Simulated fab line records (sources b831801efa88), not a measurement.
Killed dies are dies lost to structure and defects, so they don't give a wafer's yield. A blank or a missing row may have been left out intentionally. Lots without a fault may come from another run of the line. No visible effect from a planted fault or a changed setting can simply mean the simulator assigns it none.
Which tool is to blame? / flow sky130 / 36 wafers from 12 lots sampled at 4 of the route's 708 steps

WHAT THE GAUGES READ, wafer by wafer
SKY_VT_ADJUST_PCH_TW_MEAS_10. Usual: for VT_ADJUST_PCH_TW the level is 142.4 and the standard deviation is 1.5.
lot=L759; measured=day 10 13:11; on=filmMetro-03; VT_ADJUST_PCH_TW=141.7 141.3 141.4; flag=
lot=L761; measured=day 12 06:23; on=filmMetro-04; VT_ADJUST_PCH_TW=145.0 144.1 144.8; flag=
lot=L762; measured=day 12 08:32; on=filmMetro-03; VT_ADJUST_PCH_TW=142.3 141.2 142.7; flag=
lot=L763; measured=day 12 11:59; on=filmMetro-03; VT_ADJUST_PCH_TW=142.5 142.5 142.3; flag=
lot=L765; measured=day 12 23:17; on=filmMetro-03; VT_ADJUST_PCH_TW=142.7 142.2 142.3; flag=
lot=L766; measured=day 13 19:52; on=filmMetro-04; VT_ADJUST_PCH_TW=144.2 144.3 144.4; flag=
lot=L769; measured=day 14 00:36; on=filmMetro-03; VT_ADJUST_PCH_TW=115.9 115.6 115.0; flag=OFF
lot=L770; measured=day 14 06:47; on=filmMetro-03; VT_ADJUST_PCH_TW=141.8 141.6 141.5; flag=
lot=L771; measured=day 15 05:32; on=filmMetro-03; VT_ADJUST_PCH_TW=115.3 115.7 115.4; flag=OFF
lot=L778; measured=day 16 19:55; on=filmMetro-03; VT_ADJUST_PCH_TW=141.2 141.2 141.8; flag=
lot=L779; measured=day 17 07:44; on=filmMetro-04; VT_ADJUST_PCH_TW=144.8 144.7 144.6; flag=
lot=L780; measured=day 17 11:58; on=filmMetro-03; VT_ADJUST_PCH_TW=142.1 142.1 142.0; flag=

SKY_POLY_GATE_OVL_MEAS_14. Usual: for POLY_GATE_OVL the level is -1 nm and the standard deviation is 5.
lot=L759; measured=day 16 11:07; on=overlay-01; POLY_GATE_OVL (nm)=-1 1 10; flag=
lot=L761; measured=day 18 11:17; on=overlay-02; POLY_GATE_OVL (nm)=0 -4 -1; flag=
lot=L762; measured=day 18 16:38; on=overlay-01; POLY_GATE_OVL (nm)=-2 -3 2; flag=
lot=L763; measured=day 19 05:37; on=overlay-02; POLY_GATE_OVL (nm)=-10 -7 -5; flag=
lot=L765; measured=day 19 09:17; on=overlay-02; POLY_GATE_OVL (nm)=-4 -7 -4; flag=
lot=L766; measured=day 20 10:02; on=overlay-02; POLY_GATE_OVL (nm)=-8 -6 5; flag=
lot=L769; measured=day 20 17:20; on=overlay-02; POLY_GATE_OVL (nm)=3 -2 -4; flag=
lot=L770; measured=day 21 03:04; on=overlay-02; POLY_GATE_OVL (nm)=2 -4 -6; flag=
lot=L771; measured=day 21 23:37; on=overlay-01; POLY_GATE_OVL (nm)=-3 4 -8; flag=
lot=L778; measured=day 24 00:54; on=overlay-01; POLY_GATE_OVL (nm)=0 4 4; flag=
lot=L779; measured=day 24 10:29; on=overlay-01; POLY_GATE_OVL (nm)=-3 0 -11; flag=
lot=L780; measured=day 24 10:08; on=overlay-02; POLY_GATE_OVL (nm)=-2 -3 -6; flag=

WHICH TOOL RAN EACH LOT (tool, then ch and the chambers of the sampled wafers, then the start)
lot=L759; SKY_NWELL_STRIP_14=plasmaAsher-04 ch 0,1, day 4 17:25; SKY_VT_ADJUST_PCH_IMPLANT_08=implanter-02 ch 0, day 10 12:57
lot=L761; SKY_NWELL_STRIP_14=plasmaAsher-03 ch 0,1, day 5 23:00; SKY_VT_ADJUST_PCH_IMPLANT_08=implanter-04 ch 0, day 12 06:08
lot=L762; SKY_NWELL_STRIP_14=plasmaAsher-03 ch 0,1, day 6 02:43; SKY_VT_ADJUST_PCH_IMPLANT_08=implanter-03 ch 0, day 12 08:17
lot=L763; SKY_NWELL_STRIP_14=plasmaAsher-02 ch 0,1, day 6 03:52; SKY_VT_ADJUST_PCH_IMPLANT_08=implanter-03 ch 0, day 12 11:46
lot=L765; SKY_NWELL_STRIP_14=plasmaAsher-04 ch 0,1, day 6 12:57; SKY_VT_ADJUST_PCH_IMPLANT_08=implanter-03 ch 0, day 12 23:04
lot=L766; SKY_NWELL_STRIP_14=plasmaAsher-03 ch 0,1, day 7 02:23; SKY_VT_ADJUST_PCH_IMPLANT_08=implanter-04 ch 0, day 13 19:40
lot=L769; SKY_NWELL_STRIP_14=plasmaAsher-02 ch 0,1, day 7 08:23; SKY_VT_ADJUST_PCH_IMPLANT_08=implanter-04 ch 0, day 14 00:23
lot=L770; SKY_NWELL_STRIP_14=plasmaAsher-03 ch 0,1, day 7 11:55; SKY_VT_ADJUST_PCH_IMPLANT_08=implanter-03 ch 0, day 14 06:34
lot=L771; SKY_NWELL_STRIP_14=plasmaAsher-03 ch 0, day 8 06:58; SKY_VT_ADJUST_PCH_IMPLANT_08=implanter-04 ch 0, day 15 05:17
lot=L778; SKY_NWELL_STRIP_14=plasmaAsher-03 ch 0,1, day 9 11:54; SKY_VT_ADJUST_PCH_IMPLANT_08=implanter-03 ch 0, day 16 19:40
lot=L779; SKY_NWELL_STRIP_14=plasmaAsher-02 ch 0,1, day 9 19:08; SKY_VT_ADJUST_PCH_IMPLANT_08=implanter-03 ch 0, day 17 07:29
lot=L780; SKY_NWELL_STRIP_14=plasmaAsher-03 ch 0,1, day 9 23:26; SKY_VT_ADJUST_PCH_IMPLANT_08=implanter-02 ch 0, day 17 11:43
- SKY_NWELL_STRIP_14: strips in O2/N2.
- SKY_VT_ADJUST_PCH_IMPLANT_08

WHAT THE TOOLS THEMSELVES READ (means of the sampled wafers that have a number; where no wafer has one, the mark that the record gives instead)
SKY_NWELL_STRIP_14. Usual: drypumpMotorCurrentA 5.76 A, standard deviation 0.18; oesProductAu 0.723 a.u., standard deviation 0.0047; stripTimeToEndpointS 36.87 s, standard deviation 0.11.
lot=L759; tool=plasmaAsher-04; drypumpMotorCurrentA (A)=5.72; oesProductAu (a.u.)=0.718; stripTimeToEndpointS (s)=36.79; flag=
lot=L761; tool=plasmaAsher-03; drypumpMotorCurrentA (A)=5.71; oesProductAu (a.u.)=0.727; stripTimeToEndpointS (s)=36.86; flag=
lot=L762; tool=plasmaAsher-03; drypumpMotorCurrentA (A)=5.72; oesProductAu (a.u.)=0.725; stripTimeToEndpointS (s)=36.79; flag=
lot=L763; tool=plasmaAsher-02; drypumpMotorCurrentA (A)=5.63; oesProductAu (a.u.)=0.717; stripTimeToEndpointS (s)=36.73; flag=
lot=L765; tool=plasmaAsher-04; drypumpMotorCurrentA (A)=5.76; oesProductAu (a.u.)=0.728; stripTimeToEndpointS (s)=37.04; flag=
lot=L766; tool=plasmaAsher-03; drypumpMotorCurrentA (A)=5.75; oesProductAu (a.u.)=0.718; stripTimeToEndpointS (s)=36.73; flag=
lot=L769; tool=plasmaAsher-02; drypumpMotorCurrentA (A)=5.78; oesProductAu (a.u.)=0.722; stripTimeToEndpointS (s)=36.76; flag=
lot=L770; tool=plasmaAsher-03; drypumpMotorCurrentA (A)=5.72; oesProductAu (a.u.)=0.724; stripTimeToEndpointS (s)=36.87; flag=
lot=L771; tool=plasmaAsher-03; drypumpMotorCurrentA (A)=6.06; oesProductAu (a.u.)=0.720; stripTimeToEndpointS (s)=36.87; flag=
lot=L778; tool=plasmaAsher-03; drypumpMotorCurrentA (A)=5.90; oesProductAu (a.u.)=0.723; stripTimeToEndpointS (s)=36.95; flag=
lot=L779; tool=plasmaAsher-02; drypumpMotorCurrentA (A)=5.77; oesProductAu (a.u.)=0.725; stripTimeToEndpointS (s)=36.93; flag=
lot=L780; tool=plasmaAsher-03; drypumpMotorCurrentA (A)=5.72; oesProductAu (a.u.)=0.728; stripTimeToEndpointS (s)=36.98; flag=

SKY_VT_ADJUST_PCH_IMPLANT_08. Usual: doseIonsCm2 5e+11, standard deviation 4.9e+08; faradayCurrentUA 2.81, standard deviation 0.054.
lot=L759 tool=implanter-02 doseIonsCm2=5e+11 faradayCurrentUA=2.77 flag=
lot=L761 tool=implanter-04 doseIonsCm2=5e+11 faradayCurrentUA=2.85 flag=
lot=L762 tool=implanter-03 doseIonsCm2=5e+11 faradayCurrentUA=2.85 flag=
lot=L763 tool=implanter-03 doseIonsCm2=5e+11 faradayCurrentUA=2.78 flag=
lot=L765 tool=implanter-03 doseIonsCm2=5e+11 faradayCurrentUA=2.78 flag=
lot=L766 tool=implanter-04 doseIonsCm2=5e+11 faradayCurrentUA=2.84 flag=
lot=L769 tool=implanter-04 doseIonsCm2=2e+11 faradayCurrentUA=1.23 flag=OFF
lot=L770 tool=implanter-03 doseIonsCm2=5e+11 faradayCurrentUA=2.82 flag=
lot=L771 tool=implanter-04 doseIonsCm2=2e+11 faradayCurrentUA=1.23 flag=OFF
lot=L778 tool=implanter-03 doseIonsCm2=5e+11 faradayCurrentUA=2.81 flag=
lot=L779 tool=implanter-03 doseIonsCm2=5e+11 faradayCurrentUA=2.84 flag=
lot=L780 tool=implanter-02 doseIonsCm2=5e+11 faradayCurrentUA=2.77 flag=

THE ANSWER, worked out from the rows above alone
Rule: take the mean of a lot's wafers that have a number; if it is more than 3 standard deviations from the usual mean, the lot is off. A lot without any number at a reading at which 4 lots or more have one is off too. All remaining lots with rows at the step are treated as sound. After the gauges, taken in route order, come the tools' own readings; for these a lot's mean is taken, as printed above. At the first step where some lot is off, the reading lying furthest off is the one used; lots without a number count as furthest.
Off: at SKY_VT_ADJUST_PCH_TW_MEAS_10 (VT_ADJUST_PCH_TW), L769, L771.
If a tool, at a process step before that reading, ran all the lots that are off and no sound lot after the first of them, it fits. The gauges at SKY_VT_ADJUST_PCH_TW_MEAS_10 aren't tried: what is off there is off at SKY_VT_ADJUST_PCH_IMPLANT_08 too, on other tools, and a gauge's error can't cause that. One fits: SKY_VT_ADJUST_PCH_IMPLANT_08 on implanter-04. Its last sound lot is L766 (day 13 19:40), its first lot that is off L769 (day 14 00:23): a fault that began between those two fits.
The tool's own readings at SKY_VT_ADJUST_PCH_IMPLANT_08 bear it out: on the lots that are off they differ by more than 5 times the standard deviation of the sound lots' means. doseIonsCm2 reads 2e+11 there against 5e+11 on the sound lots; faradayCurrentUA reads 1.23 there against 2.81 on the sound lots.

WHAT HAD BEEN PUT IN BY THE SIMULATOR
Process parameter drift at SKY_VT_ADJUST_PCH_IMPLANT_08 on implanter-04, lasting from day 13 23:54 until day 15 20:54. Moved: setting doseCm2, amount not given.
Shown lots that were struck: L769, L771. Same finding as the rule above.
